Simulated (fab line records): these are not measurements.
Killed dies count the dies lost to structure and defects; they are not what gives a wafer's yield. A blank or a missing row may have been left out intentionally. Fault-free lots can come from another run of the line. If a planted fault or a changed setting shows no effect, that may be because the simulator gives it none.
Which tool did it?    flow sky130    33 wafers from 11 lots sampled at 5 of the route's 708 steps

== WHAT THE GAUGES READ, wafer by wafer ==
SKY_LDD_N_OVL_MEAS_07.
lot   measured      on          LDD_N_OVL (nm)
L840  day 17 07:18  overlay-02  3.6 3.7 2.8
L841  day 18 18:48  overlay-02  3.8 3.3 3.2
L845  day 19 21:26  overlay-01  2.9 3.1 4.0
L847  day 20 05:36  overlay-02  0.6 0.4 1.1
L850  day 21 06:26  overlay-01  2.3 2.0 2.2
L851  day 21 23:24  overlay-01  0.1 -0.3 2.3
L856  day 24 04:35  overlay-01  0.2 0.2 0.1
L857  day 24 10:30  overlay-01  0.5 1.2 1.4
L858  day 25 00:53  overlay-02  0.2 1.9 1.6
L860  day 24 22:54  overlay-02  -1.7 -2.2 -2.0
L862  day 25 13:08  overlay-02  0.9 2.4 1.1

SKY_LDD_HVP_OVL_MEAS_07.
lot   measured      on          LDD_HVP_OVL (nm)
L840  day 21 03:54  overlay-01  -1.7 -0.9 -1.7
L841  day 22 15:15  overlay-01  -2.5 -2.4 -2.9
L845  day 23 18:11  overlay-01  -1.7 1.2 -1.0
L847  day 24 02:14  overlay-02  -1.5 -1.6 -1.0
L850  day 25 16:32  overlay-01  0.1 -0.7 -0.8
L851  day 25 16:49  overlay-01  0.2 -0.1 -0.3
L856  day 27 21:41  overlay-01  -0.6 -2.3 -1.5
L857  day 28 02:45  overlay-02  3.2 2.5 2.9
L858  day 28 15:38  overlay-01  0.0 0.5 0.5
L860  day 28 14:15  overlay-02  -0.9 1.2 -0.1
L862  day 29 05:11  overlay-02  -0.1 0.4 0.1

== TOOL THAT RAN EACH LOT (tool first, then ch and the chambers of the sampled wafers, then the start) ==
lot   SKY_VT_ADJUST_PCH_STRIP_09            SKY_LDD_N_IMPLANT_09             SKY_LDD_N_STRIP_16
L840  plasma-asher-01 ch 0,1, day 10 03:10  implanter-03 ch 0, day 17 07:30  plasma-asher-04 ch 0,1, day 17 08:32
L841  plasma-asher-01 ch 0,1, day 11 06:31  implanter-03 ch 0, day 18 19:01  plasma-asher-03 ch 0,1, day 18 20:04
L845  plasma-asher-04 ch 0,1, day 11 21:38  implanter-02 ch 0, day 19 21:39  plasma-asher-02 ch 0,1, day 19 22:40
L847  plasma-asher-04 ch 0,1, day 12 10:07  implanter-03 ch 0, day 20 05:48  plasma-asher-04 ch 0,1, day 20 06:50
L850  plasma-asher-04 ch 0,1, day 13 09:49  implanter-02 ch 0, day 21 06:37  plasma-asher-02 ch 0,1, day 21 07:40
L851  plasma-asher-02 ch 0,1, day 13 21:43  implanter-04 ch 0, day 21 23:39  plasma-asher-02 ch 0,1, day 22 00:40
L856  plasma-asher-04 ch 0,1, day 16 04:32  implanter-04 ch 0, day 24 04:46  plasma-asher-04 ch 0,1, day 24 05:49
L857  plasma-asher-04 ch 0,1, day 16 07:40  implanter-04 ch 0, day 24 10:45  plasma-asher-04 ch 0,1, day 24 11:45
L858  plasma-asher-01 ch 1, day 16 16:22    implanter-04 ch 0, day 25 01:05  plasma-asher-03 ch 0,1, day 25 02:08
L860  plasma-asher-01 ch 0,1, day 16 17:58  implanter-03 ch 0, day 24 23:07  plasma-asher-03 ch 0,1, day 25 00:10
L862  plasma-asher-04 ch 0,1, day 17 12:11  implanter-03 ch 0, day 25 13:20  plasma-asher-04 ch 0,1, day 25 14:23
- SKY_VT_ADJUST_PCH_STRIP_09: strips in O2/N2.
- SKY_LDD_N_IMPLANT_09
- SKY_LDD_N_STRIP_16: strips in O2/N2.

== AS READ BY THE TOOLS THEMSELVES (means over the sampled wafers that have a number; for cases with no such wafer, the mark the record gives instead) ==
SKY_VT_ADJUST_PCH_STRIP_09.
lot   tool             chamber-pressure-mTorr (mTorr)  drypump-motor-current-A (A)  oes-product-au (a.u.)  strip-time-to-endpoint-s (s)
L840  plasma-asher-01  1500.9                          5.7                          0.721                  36.95
L841  plasma-asher-01  1499.8                          5.7                          0.723                  36.86
L845  plasma-asher-04  1500.7                          5.9                          0.721                  36.92
L847  plasma-asher-04  1498.8                          5.9                          0.725                  36.92
L850  plasma-asher-04  1501.1                          5.6                          0.725                  37.02
L851  plasma-asher-02  1499.0                          5.3                          0.728                  36.87
L856  plasma-asher-04  1500.2                          6.0                          0.723                  36.96
L857  plasma-asher-04  1500.7                          5.9                          0.724                  36.85
L858  plasma-asher-01  1498.9                          5.9                          0.724                  36.93
L860  plasma-asher-01  1500.0                          5.7                          0.721                  36.98
L862  plasma-asher-04  1500.2                          5.6                          0.721                  36.94

SKY_LDD_N_IMPLANT_09.
lot   tool          dose-ions-cm2  faraday-current-uA
L840  implanter-03  7.492e+13      424
L841  implanter-03  7.497e+13      419
L845  implanter-02  7.500e+13      424
L847  implanter-03  7.499e+13      420
L850  implanter-02  7.496e+13      420
L851  implanter-04  7.498e+13      422
L856  implanter-04  7.497e+13      428
L857  implanter-04  4.294e+13      244
L858  implanter-04  4.301e+13      245
L860  implanter-03  7.504e+13      434
L862  implanter-03  7.500e+13      418

SKY_LDD_N_STRIP_16.
lot   tool             chamber-pressure-mTorr (mTorr)  drypump-motor-current-A (A)  oes-product-au (a.u.)  strip-time-to-endpoint-s (s)
L840  plasma-asher-04  1499.4                          5.6                          0.407                  4.327
L841  plasma-asher-03  1500.3                          5.9                          0.406                  4.315
L845  plasma-asher-02  1499.3                          5.4                          0.409                  4.340
L847  plasma-asher-04  1498.4                          5.6                          0.409                  4.325
L850  plasma-asher-02  1501.2                          5.3                          0.407                  4.308
L851  plasma-asher-02  1501.4                          5.3                          0.412                  4.309
L856  plasma-asher-04  1499.3                          5.6                          0.405                  4.327
L857  plasma-asher-04  1500.5                          5.6                          0.406                  4.243
L858  plasma-asher-03  1500.1                          5.8                          0.411                  4.231
L860  plasma-asher-03  1501.5                          5.8                          0.406                  4.333
L862  plasma-asher-04  1500.5                          6.0                          0.403                  4.306

== THE ANSWER, worked out from the rows above alone ==
Rule: what is usual is taken from the lots themselves. The widest of any qualifying gaps counts: lots, ordered by their means at a reading, are off when they make up no more than a third of the lots, leave a main group of 4 or more, and stand apart from it by 3 or more times the standard deviation of that group's means. Not used: any main group whose means are identical at the precision the tables above print for the reading. Also off: a lot with no number at a reading for which 4 or more lots have one. Any other lot the step has rows for is counted as sound. Order of review: gauges by route order, followed by the tools' own readings, for which a lot's mean as printed above is used. The first step at which some lot is off is used, and at that step the reading that is off furthest; a lot without a number counts as furthest.
Off at SKY_LDD_N_IMPLANT_09 (dose-ions-cm2): L857, L858. For the main group the mean is 7.498e+13 and the standard deviation 3.1e+10.
A tool fits if, at that step or a process step before it, it ran every lot that is off, and no sound lot after the first of them. One fits: SKY_LDD_N_IMPLANT_09 on implanter-04. Its last sound lot is L856 (day 24 04:46), its first lot that is off L857 (day 24 10:45): a fault that began between those two fits.
The tool's own readings at SKY_LDD_N_IMPLANT_09 bear it out: on the lots that are off they differ by more than 5 times the standard deviation of the sound lots' means. dose-ions-cm2 reads 4.298e+13 there against 7.498e+13 on the sound lots; faraday-current-uA reads 244 there against 423 on the sound lots.

== WHAT THE SIMULATOR HAD PUT IN ==
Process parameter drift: implanter-04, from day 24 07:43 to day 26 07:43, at SKY_LDD_N_IMPLANT_09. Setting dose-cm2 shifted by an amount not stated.
Shown lots that were struck: L857, L858. The rule given above showed the same thing.
